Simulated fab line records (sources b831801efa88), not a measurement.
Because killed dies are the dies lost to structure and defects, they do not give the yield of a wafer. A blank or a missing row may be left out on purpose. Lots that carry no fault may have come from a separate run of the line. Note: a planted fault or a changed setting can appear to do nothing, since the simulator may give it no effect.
Problem report in the 8D (eight disciplines) form, filled by code | flow sky130 | the parts of the form that need people (team, actions taken, sign-off) are left out

## 1. WHAT WENT WRONG
Across 2 wafers from 2 lots, VT_ADJUST_LVTN_TW at SKY_VT_ADJUST_LVTN_TW_MEAS_10 averages 231.9, while fault-free wafers read 243.0 with a standard deviation of 1.7. Relative to the usual mean, that is a shift of -6.6 standard deviations.
First observed at day 11 06:47: wafer L657.2, on film_metro-03. The record holds 34 wafers of 12 lots with a number at this step. Rule for "out", or "out of limits": more than 4 standard deviations from the usual mean. The other wafers with a number count as sound.

## 2. WHAT IT IS, WHAT IT ISN'T
question                    | is                | is not
which readings at this step | VT_ADJUST_LVTN_TW | -
which lots                  | L657, L658        | L641, L642, L643, L644, L645, L649, L650, L651, L653, L654
which wafers of those lots  | L657.2, L658.1    | L657.5, L658.5
read on which gauges        | film_metro-03     | film_metro-01, film_metro-02
when                        | from day 11 06:47 | up to then (31 sound wafers); but 1 sound wafer of L658 came after

## 3. WHAT RULES OUT EACH SUSPECT
Counting: any tool at a process step up to the reading remains a suspect provided it ran every lot that is out. Sound lots after the first of them don't rule it out here, since some wafers of a struck lot are sound.
- the gauge at SKY_VT_ADJUST_LVTN_TW_MEAS_10: kept. All the wafers that are out were read on film_metro-03, and no step on other tools shows them out.
- implanter-03 at SKY_VT_ADJUST_LVTN_IMPLANT_08: kept. Every lot that is out went through it, the first being L657 (day 11 06:34); the last sound lot it ran before that was L654 (day 10 14:36).
After counting, implanter-03 at SKY_VT_ADJUST_LVTN_IMPLANT_08 and film_metro-03 at SKY_VT_ADJUST_LVTN_TW_MEAS_10 remain.

## 4. THE CAUSE (what the simulator had put in)
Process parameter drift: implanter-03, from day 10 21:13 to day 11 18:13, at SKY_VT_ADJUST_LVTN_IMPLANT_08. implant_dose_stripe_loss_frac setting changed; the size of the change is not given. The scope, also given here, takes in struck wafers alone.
Counting leaves 2 suspects; this tool is one of them.

## 5. SEQUENCE OF EFFECTS, ordered by route
Each row: a reading whose mean over the struck wafers that have a number lies more than 3 standard deviations from the usual. Scope: only readings with a usual standard deviation given in the record; hours: median across lots of the time from each lot's start at the first step in this table that gives one to its start at this step; sigmas: change in usual standard deviations.
hours | step                          | reading           | usual | on struck wafers | change | sigmas
0     | SKY_VT_ADJUST_LVTN_TW_MEAS_10 | VT_ADJUST_LVTN_TW | 243.0 | 231.9            | -11.1  | -6.6

## 6. HOW IT WOULD HAVE BEEN CAUGHT EARLIER
10 hours passed between the start of the fault at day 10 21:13 and the first reading out of limits at a measuring or inspecting step in this record, taken at day 11 06:47.
Among the 2 lots that are out, L658 began SKY_VT_ADJUST_LVTN_IMPLANT_08 on implanter-03 after day 11 06:47. It would have been spared by a hold on the tool at that moment.
